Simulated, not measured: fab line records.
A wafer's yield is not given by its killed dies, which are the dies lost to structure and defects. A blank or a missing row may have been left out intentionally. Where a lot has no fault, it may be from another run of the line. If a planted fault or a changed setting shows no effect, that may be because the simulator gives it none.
The tool behind it: which one? / flow gf180mcu / 6 lots, 18 wafers sampled, at 1 step of a route of 602

== WHAT THE GAUGES SHOWED, per wafer ==
GF_SALICIDE_RS_MEAS_04: a four-point-probe measurement.
lot=L500; measured=day 16 01:50; on=film_metro-04; SALICIDE_TIN_RS (ohm/sq)=16.41 16.36 16.08
lot=L507; measured=day 18 08:12; on=film_metro-04; SALICIDE_TIN_RS (ohm/sq)=16.42 16.23 16.51
lot=L514; measured=day 20 23:07; on=film_metro-02; SALICIDE_TIN_RS (ohm/sq)=16.10 16.62 16.41
lot=L517; measured=day 21 23:46; on=film_metro-03; SALICIDE_TIN_RS (ohm/sq)=16.07 16.25 16.28
lot=L519; measured=day 22 22:56; on=film_metro-02; SALICIDE_TIN_RS (ohm/sq)=16.13 15.92 15.82
lot=L521; measured=day 23 06:07; on=film_metro-02; SALICIDE_TIN_RS (ohm/sq)=16.53 16.83 16.84

== WHICH TOOL RAN EACH LOT (tool, then ch and the chambers of the sampled wafers, then the start) ==
Record: no process step prior to these readings.

== THE ANSWER, worked out from the rows above alone ==
Rule: the usual values come from the lots themselves. Put in order of their means at a reading, lots are off if they are a third of the lots or fewer, leave a main group of 4 or more, and stand apart from it by a gap of 3 or more times the standard deviation of the main group's means; of several such gaps the widest counts. The tables above print the reading to a certain number of digits; a main group whose means all agree to those digits is not used. A lot without any number at a reading at which 4 lots or more have one is off too. The other lots that the step has rows for count as sound.
No lot is off on any of the readings shown, so nothing can be concluded from this.

== WHAT WAS PUT IN BY THE SIMULATOR ==
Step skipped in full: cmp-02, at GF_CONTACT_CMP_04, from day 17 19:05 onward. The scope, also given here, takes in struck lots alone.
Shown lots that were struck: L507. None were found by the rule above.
